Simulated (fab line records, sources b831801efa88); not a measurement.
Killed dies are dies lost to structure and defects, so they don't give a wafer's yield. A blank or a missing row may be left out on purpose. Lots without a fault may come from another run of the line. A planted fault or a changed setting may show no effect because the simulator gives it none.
A struck lot beside a sound one | flow sfq_line | 14 steps out of a route of 325
Sound: wafers L911.2, L911.3, L911.4. Struck: wafers L926.2, L926.3, L926.6. The cause comes at the end.
At each step with rows: each side's tool, then ch and its chambers, then its first start. Under that, the readings that differ: sound wafers | struck wafers | difference of the means | sigmas: that difference in standard deviations of wafers without a fault.
alike: readings whose means differ by less than 2 such deviations, and words and numbers that are the same on both sides. not compared: withheld readings, readings that some wafer has no value for, bounds like >300 that may hide the same value, and numbers for which the record gives no deviation and whose values overlap.
The two part at a step that has a row with sigmas, a row that says differs or no value, or rows on one side only. Numbers that don't overlap but have no deviation are shown without sigmas and don't part them. A reading that every wafer of one side lacks parts them only if that side has two wafers or more.

SFQ_M7_OVL_MEAS_945:
  sound on overlay-02, day 81 13:54; struck on overlay-01, day 86 05:52
  alike: M7_OVL
SFQ_TRILAYER_M7_BARC_OPEN_METAL_ETCH_229: etches BARC in O2, target depth 125 nm, time 41.7 s.
  sound on rie_metal-02 ch 0,1, day 81 13:56; struck on rie_metal-02 ch 0,1, day 86 05:53
  alike: drypump_motor_current_A, oes_product_au
  not compared: rf_hours_counter_h
SFQ_TRILAYER_M7_ETCH_METAL_ETCH_180: etches Nb in Cl2/Ar, stops on SiO2, target depth 240 nm, time 120 s.
  sound on rie_metal-02 ch 0,1, day 81 13:59; struck on rie_metal-02 ch 0,1, day 86 05:57
  alike: drypump_motor_current_A, oes_product_au
  not compared: rf_hours_counter_h
SFQ_TRILAYER_M7_STRIP_STRIP_181: strips in O2.
  sound on rie_metal-02 ch 0,1, day 81 14:07; struck on rie_metal-02 ch 0,1, day 86 06:05
  alike: drypump_motor_current_A, oes_product_au
  not compared: rf_hours_counter_h
then, 1 step without rows for these wafers: SFQ_TRILAYER_M7_STRIP_SOLV_CLEAN_182 (cleans in NMP, time 600 s).
SFQ_TRILAYER_I7_DEP_PECVD_183: deposits SiO2 from SiH4/N2O, time 111.11 s, target thk 500 nm.
  sound on pecvd-01 ch 1,2, day 81 14:53; struck on pecvd-02 ch 0,2, day 86 06:51
  alike: chamber_pressure_Torr, heater_power_w, showerhead_vpp_V, throttle_valve_pct
SFQ_TRILAYER_I7_CMP_CMP_184: polishes SiO2.
  sound on cmp-02 ch 0,1,2, day 81 14:58; struck on cmp-01 ch 1,3, day 86 08:20
  alike: motor_current_A, time_to_endpoint_s
SFQ_I7_BOW_MEAS_946:
  sound on film_metro-02, day 81 17:59; struck on film_metro-01, day 86 11:21
  alike: I7_BOW
then, 4 steps without rows for these wafers: SFQ_TRILAYER_I7_METRO_MEASURE_185; SFQ_TRILAYER_I7_VIA_LITHO_COAT_192 (resist thk 62 nm); SFQ_TRILAYER_I7_VIA_LITHO_COAT_187 (resist thk 650 nm); SFQ_TRILAYER_I7_VIA_LITHO_SOFTBAKE_191.
-- the record jumps here: 4 days lie between the struck wafers' starts before and after --
SFQ_TRILAYER_I7_VIA_LITHO_EXPOSE_188: exposes mask I7, target cd 1000 nm.
  sound on krf_scanner-01 ch 0, day 85 22:34; struck on krf_scanner-01, day 90 10:25
  no value came back on the struck wafers for exposure_dose_mJ_cm2, focus_offset_nm (nm); on the sound wafers exposure_dose_mJ_cm2 reads 21.304 21.292 21.318
  alike: mask
then, 1 step without rows for these wafers: SFQ_TRILAYER_I7_VIA_LITHO_PEB_190 (peb time 60 s).

WHERE THEY PART
Only at SFQ_TRILAYER_I7_VIA_LITHO_EXPOSE_188, within this record.

WHY: what the simulator had put in
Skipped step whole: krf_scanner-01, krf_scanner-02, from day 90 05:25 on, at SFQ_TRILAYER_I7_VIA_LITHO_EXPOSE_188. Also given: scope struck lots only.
